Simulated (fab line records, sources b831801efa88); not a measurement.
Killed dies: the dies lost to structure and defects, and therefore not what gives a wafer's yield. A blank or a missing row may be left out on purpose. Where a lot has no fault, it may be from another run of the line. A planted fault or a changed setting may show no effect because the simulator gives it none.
Matching of chambers -- flow sky130 -- SKY_METAL3_ETCH_17 on rieDiel-04: 4 sister chambers
The step etches SiO2 in C4F8/O2/Ar, stops on TiN, time 3.9 s, target depth 15 nm. 4 wafers are shown with their chamber, then 11 later ones without.

EACH WAFER AND ITS CHAMBER
wafer,chamber,chamberPressureMTorr (mTorr)
L082.3,1,40.01
L084.6,2,39.96
L085.6,3,39.96
L087.2,0,40.00

WAFERS WITH NO CHAMBER GIVEN
wafer,chamberPressureMTorr (mTorr)
L087.4,39.94
L087.5,40.01
L089.2,40.03
L089.3,39.98
L089.4,39.99
L091.2,39.94
L091.4,39.94
L091.5,39.98
L092.1,39.92
L092.2,40.00
L092.4,40.01

WHICH CHAMBER EACH ONE RAN IN
wafer,from the rows above,in truth
L087.4,can't be placed: 2 or 3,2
L087.5,can't be placed: 1 or 0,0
L089.2,can't be placed: 1 or 0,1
L089.3,can't be placed: 2 or 3 or 0 or 1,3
L089.4,can't be placed: 0 or 1 or 2 or 3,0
L091.2,can't be placed: 2 or 3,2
L091.4,can't be placed: 2 or 3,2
L091.5,can't be placed: 2 or 3 or 0 or 1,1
L092.1,can't be placed: 2 or 3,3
L092.2,can't be placed: 0 or 1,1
L092.4,can't be placed: 1 or 0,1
Correct placement for 0 of the 11. Unplaceable from these rows: 11, with the true chamber sitting among the candidates in 11. Placed wrongly: 0.
How it was worked out, from the rows above alone: a wafer's distance from a chamber is the root of the sum, over the readings, of the square of ((its reading less the chamber's mean) divided by the reading's scatter). If the next closest chamber is less than 2 further off than the closest, the wafer can't be placed; otherwise it belongs to the closest. For every chamber, the mean is computed from those of its wafers that are shown. The scatter (one wafer shown for each chamber): square how far every hidden wafer sits from the nearest shown wafer, average those squares and take the square root.
